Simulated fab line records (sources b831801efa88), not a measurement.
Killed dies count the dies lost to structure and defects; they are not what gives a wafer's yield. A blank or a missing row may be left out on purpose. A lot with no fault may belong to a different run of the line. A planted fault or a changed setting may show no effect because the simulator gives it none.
Matching of chambers | flow sky130 | 3 sister chambers for SKY_CAP2M_CVD_00 on pecvd-02
The step deposits SiO2, target thk 15.5 nm. 14 wafers are shown with their chamber, then 7 later ones without.

== WAFERS WITH THEIR CHAMBER ==
wafer  | chamber | heater_power_w (W)
L076.1 | 0       | 748
L076.2 | 2       | 737
L076.3 | 2       | 761
L080.1 | 1       | 632
L080.3 | 2       | 642
L080.4 | 2       | 649
L082.4 | 1       | 746
L082.5 | 0       | 839
L082.6 | 2       | 767
L083.1 | 0       | 766
L083.2 | 2       | 767
L083.4 | 2       | 800
L086.2 | 1       | 668
L086.3 | 2       | 706

SIGNATURES, as means of the wafers listed above
reading        | chamber 0 | chamber 1 | chamber 2 | scatter within a chamber
heater_power_w | 784.33    | 682.00    | 728.62    | 56.4
Rule: a wafer lies at a distance from a chamber equal to the root of the sum of squares, over the readings, of (its reading less the chamber's mean, divided by the reading's scatter). The wafer belongs to the nearest chamber; if the next one is less than 2 further off, it can't be placed. The scatter: the root of (the sum of the squares of (reading less its chamber's mean) over the shown wafers, divided by (wafers less chambers)).

== WAFERS WITH NO CHAMBER GIVEN ==
wafer  | heater_power_w (W)
L086.4 | 696
L092.1 | 653
L092.3 | 784
L092.6 | 796
L096.2 | 788
L096.4 | 765
L096.6 | 618

== THE CHAMBER EACH PASSED THROUGH ==
wafer  | from the rows above          | in truth
L086.4 | can't be placed: 1 or 2 or 0 | 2
L092.1 | can't be placed: 1 or 2 or 0 | 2
L092.3 | can't be placed: 0 or 2 or 1 | 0
L092.6 | can't be placed: 0 or 2 or 1 | 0
L096.2 | can't be placed: 0 or 2 or 1 | 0
L096.4 | can't be placed: 0 or 2 or 1 | 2
L096.6 | can't be placed: 1 or 2 or 0 | 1
Correct placement for 0 of the 7. These rows do not allow placing 7 (true chamber among the candidates in 7). 0 placed wrongly.
